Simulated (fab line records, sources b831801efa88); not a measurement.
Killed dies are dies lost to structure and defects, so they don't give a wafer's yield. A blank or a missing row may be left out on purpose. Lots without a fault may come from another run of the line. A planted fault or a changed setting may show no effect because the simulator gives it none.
A struck lot beside a sound one | flow sky130 | 16 steps out of a route of 708
Sound: wafers L466.2, L466.3, L466.4. Struck: wafers L481.1, L481.5, L481.6. The cause comes at the end.
At each step with rows: each side's tool, then ch and its chambers, then its first start. Under that, the readings that differ: sound wafers | struck wafers | difference of the means | sigmas: that difference in standard deviations of wafers without a fault.
alike: readings whose means differ by less than 2 such deviations, and words and numbers that are the same on both sides. not compared: withheld readings, readings that some wafer has no value for, bounds like >300 that may hide the same value, and numbers for which the record gives no deviation and whose values overlap.
The two part at a step that has a row with sigmas, a row that says differs or no value, or rows on one side only. Numbers that don't overlap but have no deviation are shown without sigmas and don't part them. A reading that every wafer of one side lacks parts them only if that side has two wafers or more.

first, 8 steps without rows for these wafers: SKY_METAL2_DEHYDRATE_07 (time 60 s); SKY_METAL2_HMDS_08 (prime time 60 s); SKY_METAL2_COAT_09 (resist thk 60 nm); SKY_METAL2_COAT_10 (resist thk 450 nm); SKY_METAL2_SOFTBAKE_11 (time 90 s); SKY_METAL2_EXPOSE_12 (exposes mask MM2, target cd 140 nm); SKY_METAL2_PEB_13; SKY_METAL2_DEVELOP_14 (develop time 60 s).
SKY_METAL2_CD_MEAS_15: target cd 140 nm.
  sound on cd_sem-01, day 35 13:50; struck on cd_sem-01, day 40 07:20
  alike: cd_nm
SKY_METAL2_OVL_MEAS_16:
  sound on overlay-02, day 35 13:56; struck on overlay-01, day 40 07:27
  alike: METAL2_OVL
SKY_METAL2_DESCUM_17: chemistry O2, time 8 s.
  sound on rie_metal-04 ch 0,1, day 35 13:58; struck on rie_metal-03 ch 0, day 40 07:29
  alike: drypump_motor_current_A, he_backside_leak_sccm, oes_product_au
  not compared: rf_hours_counter_h
SKY_METAL2_ETCH_18: etches BARC in N2/H2, stops on SiO2, time 45.9 s, target depth 60 nm.
  sound on rie_metal-04 ch 0,1, day 35 14:01; struck on rie_metal-03 ch 0, day 40 07:33
  alike: drypump_motor_current_A, he_backside_leak_sccm, oes_product_au, throttle_valve_pct
  not compared: rf_hours_counter_h
SKY_METAL2_METAL_ETCH_19: etches the open film in Cl2/BCl3, stops on SiO2, target depth 360 nm, time 78 s.
  sound on rie_metal-04 ch 0,1, day 35 14:04; struck on rie_metal-03 ch 0, day 40 07:41
  reading                                       | sound             | struck            | difference | sigmas
  oes_product_au (a.u.)                         | 0.856 0.862 0.849 | 0.702 0.687 0.700 | -0.159     | -26
  model.METAL2.feature_depth_nm (nm)            | 359.7 363.6 359.6 | 240.5 239.9 241.8 | -120.2     |
  model.etch.depth_nm (nm)                      | 359.7 363.6 359.6 | 240.5 239.9 241.8 | -120.2     |
  model.KrF-thick_of_METAL2_COAT_10.thk_nm (nm) | 157.1 158.4 161.4 | 271.8 272.7 270.3 | +112.6     |
  alike: drypump_motor_current_A, he_backside_leak_sccm, throttle_valve_pct
  not compared: rf_hours_counter_h
SKY_METAL2_STRIP_20: strips in O2/N2.
  sound on plasma_asher-01 ch 0,1, day 35 14:10; struck on plasma_asher-04 ch 0,1, day 40 07:52
  reading                      | sound             | struck            | difference | sigmas
  oes_product_au (a.u.)        | 0.337 0.351 0.337 | 0.391 0.393 0.394 | +0.051     | +9
  strip_time_to_endpoint_s (s) | 2.68 2.69 2.72    | 3.92 3.92 3.90    | +1.22      | +19
  alike: drypump_motor_current_A
  not compared: rf_hours_counter_h
then, 1 step without rows for these wafers: SKY_METAL2_STRIP_21 (strips in post etch residue remover, time 1200 s).
-- the record jumps here: 9 days lie between the struck wafers' starts before and after (it left off in module METAL2 and takes up again in module PAD_OPEN, whose first step shown is number 708 of the route) --
SKY_PAD_OPEN_PROBE_99:
  sound on prober-02, day 46 06:15; struck on prober-01, day 49 19:09
  reading                  | sound          | struck         | difference | sigmas
  defect_limited_yield (%) | 80.7 83.3 80.9 | 0 0 0          | -82        | -43
  killed_at_M0_to_M3       | 51 42 51       | 449 443 454    | +401       | +64
  killed_dies              | 95 82 94       | 492 492 492    | +402       | +43
  killed_on_rim            | 19 17 20       | 96 96 96       | +77        | +20
  sort_bin_5_function (%)  | 11.2 12.0 11.4 | 91.5 91.1 93.7 | +80.6      | +54
  sort_n_pass              | 397 410 398    | 0 0 0          | -402       | -43
  sort_yield_pct (%)       | 80.7 83.3 80.9 | 0 0 0          | -82        | -43
  alike: killed_at_M4_up, killed_at_contacts, killed_at_front_end, killed_at_other, killed_open, killed_short, sort_bin_3_pad_short, sort_bin_6_memory

WHERE THEY PART
First at SKY_METAL2_METAL_ETCH_19; last, within this record, at SKY_PAD_OPEN_PROBE_99.

WHY: what the simulator had put in
Process parameter drift: rie_metal-03, from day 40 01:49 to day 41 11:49, at SKY_METAL2_METAL_ETCH_19. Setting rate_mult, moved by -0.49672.
